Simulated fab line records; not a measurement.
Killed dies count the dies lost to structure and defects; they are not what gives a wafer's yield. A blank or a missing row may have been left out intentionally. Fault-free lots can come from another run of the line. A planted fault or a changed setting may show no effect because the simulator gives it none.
Comparing a struck lot with a sound one || flow sky130 || 15 steps out of a route of 708
Sound: the wafers L736.1, L736.2, L736.4. The struck wafers were L749.1, L749.3, L749.5. The cause is named last.
Order at every step that has rows: each side's tool, ch and its chambers, its first start. Under that, the readings that differ: sound wafers || struck wafers || difference of the means || sigmas: that difference in standard deviations of wafers without a fault.
alike: words and numbers the same on both sides, and readings whose means are apart by under 2 such deviations; not compared: readings that were withheld, readings missing a value for some wafer, numbers with overlapping values and no deviation given by the record, and bounds like >300 which may hide the same value.
Wherever a step has rows on one side only, a row that says differs or no value, or a row with sigmas, the two part there. Non-overlapping numbers with no deviation appear without sigmas and do not part them. A reading missing from all wafers of one side parts the sides only when that side holds two or more wafers.

first, 6 steps without rows for these wafers: SKY_VIA4_HMDS_05 (prime time 60 s); SKY_VIA4_COAT_06 (resist thk 1140 nm); SKY_VIA4_SOFTBAKE_07 (time 60 s); SKY_VIA4_EXPOSE_08 (exposes mask VIM4, target cd 800 nm); SKY_VIA4_PEB_09; SKY_VIA4_DEVELOP_10 (develop time 60 s).
SKY_VIA4_OVL_MEAS_11:
  struck on overlay-02, day 47 03:47; sound on overlay-01, day 43 19:29
  alike: VIA4_OVL
SKY_VIA4_ETCH_12: etches SiO2 in C4F8/O2/Ar, stops on TiN, target depth 580 nm.
  sound on rie diel-02 ch 0,1,3, day 43 19:31; struck on rie diel-02 ch 0,1,2, day 47 03:50
  alike: bias w, chamber pressure mTorr, oes product au
SKY_VIA4_STRIP_13: strips in O2/N2.
  sound on plasma asher-03 ch 0,1, day 43 19:35; struck on plasma asher-03 ch 0,1, day 47 03:54
  alike: chamber pressure mTorr, drypump motor current A, oes product au, strip time to endpoint s
  not compared: rf hours counter h
then, 3 steps without rows for these wafers: SKY_VIA4_STRIP_14 (strips in post etch residue remover, time 1200 s); SKY_VIA4_CLEAN_15 (cleans in IPA, time 180 s); SKY_VIA4_CLEAN_16 (cleans in O3/DIW).
SKY_VIA4_SPUTTER_17: material TiN, target thk 20 nm, time 80 s.
  struck on pvd sputter-04, day 47 04:29; sound on pvd sputter-01, day 43 20:11
{"reading": "cathode dc power W (W)", "sound": "4000.4 4000.4 3999.8", "struck": "3152.5 3150.1 3150.3", "difference": -849.2, "sigmas": "-99 or more"}
{"reading": "model.TiN_of_VIA4_SPUTTER_17.thk nm (nm)", "sound": "20.25 20.18 19.84", "struck": "15.61 15.44 15.5", "difference": -4.57, "sigmas": ""}
  alike: throttle valve pct
SKY_VIA4_CVD_18: deposits W, target thk 505 nm, time 152.14 s.
  sound on cvd w-02 ch 0,1, day 43 20:15; struck on cvd w-02 ch 0, day 47 04:33
  alike: heater power w, susceptor temp C
-- the record jumps here: 2 days lie between the struck wafers' starts before and after (it left off in module VIA4 and takes up again in module PAD_OPEN, whose first step shown is number 708 of the route) --
SKY_PAD_OPEN_PROBE_99:
  struck on prober-02, day 49 15:11; sound on prober-01, day 46 17:43
{"reading": "sort_bin_8_speed (%)", "sound": "0 0.41 0", "struck": "0 0 0", "difference": "+0", "sigmas": -3}
  alike: defect limited yield, killed_at_M0_to_M3, killed_at_M4_up, killed at contacts, killed at front end, killed at other, killed dies, killed on rim, killed open, killed short, sort_bin_3_pad_short, sort_bin_5_function, sort_bin_6_memory, sort n pass, sort yield pct

## WHERE THEY PART
First at SKY_VIA4_SPUTTER_17; last, within this record, at SKY_PAD_OPEN_PROBE_99.

WHY: whatever the simulator had introduced
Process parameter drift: pvd sputter-04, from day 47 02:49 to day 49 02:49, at SKY_VIA4_SPUTTER_17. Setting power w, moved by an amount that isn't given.
